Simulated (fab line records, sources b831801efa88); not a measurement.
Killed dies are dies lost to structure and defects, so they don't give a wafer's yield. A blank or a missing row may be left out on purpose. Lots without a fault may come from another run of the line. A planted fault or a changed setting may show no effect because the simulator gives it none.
Which tool did it? | flow sky130 | 7 lots, 21 wafers sampled, at 2 steps of a route of 708

WHAT THE GAUGES READ, wafer by wafer
SKY_VIA2_THK_MEAS_23: measures by xrf.
lot  | measured     | on            | VIA2_W_THK (nm)
L931 | day 36 09:54 | film_metro-01 | 384 386 378
L935 | day 37 22:54 | film_metro-01 | 388 381 386
L937 | day 38 18:46 | film_metro-01 | 381 377 380
L940 | day 39 18:42 | film_metro-01 | 386 386 383
L943 | day 40 15:23 | film_metro-01 | 383 389 387
L951 | day 42 14:13 | film_metro-01 | 378 384 378
L953 | day 43 17:06 | film_metro-02 | 387 388 380

WHICH TOOL RAN EACH LOT (tool, then ch and the chambers of the sampled wafers, then the start)
lot  | SKY_VIA2_ETCH_15
L931 | rie_diel-03 ch 0,2,3, day 36 08:52
L935 | rie_diel-01 ch 0,2,3, day 37 21:55
L937 | rie_diel-04 ch 0,2,3, day 38 17:46
L940 | rie_diel-03 ch 0,1,2, day 39 17:43
L943 | rie_diel-04 ch 1,2, day 40 14:22
L951 | rie_diel-04 ch 0,2,3, day 42 13:14
L953 | rie_diel-04 ch 1,2,3, day 43 16:07
- SKY_VIA2_ETCH_15: etches SiO2 in C4F8/O2/Ar, stops on TiN, target depth 546 nm, time 84 s.

THE ANSWER, worked out from the rows above alone
Rule: what is usual is taken from the lots themselves. Put in order of their means at a reading, lots are off if they are a third of the lots or fewer, leave a main group of 4 or more, and stand apart from it by a gap of 3 or more times the standard deviation of the main group's means; of several such gaps the widest counts. A main group whose means are all the same, to the digits that the tables above print for the reading, isn't used. A lot without any number at a reading at which 4 lots or more have one is off too. The other lots that the step has rows for count as sound.
No lot is off at any reading shown: from this, nothing can be told.

WHAT THE SIMULATOR HAD PUT IN
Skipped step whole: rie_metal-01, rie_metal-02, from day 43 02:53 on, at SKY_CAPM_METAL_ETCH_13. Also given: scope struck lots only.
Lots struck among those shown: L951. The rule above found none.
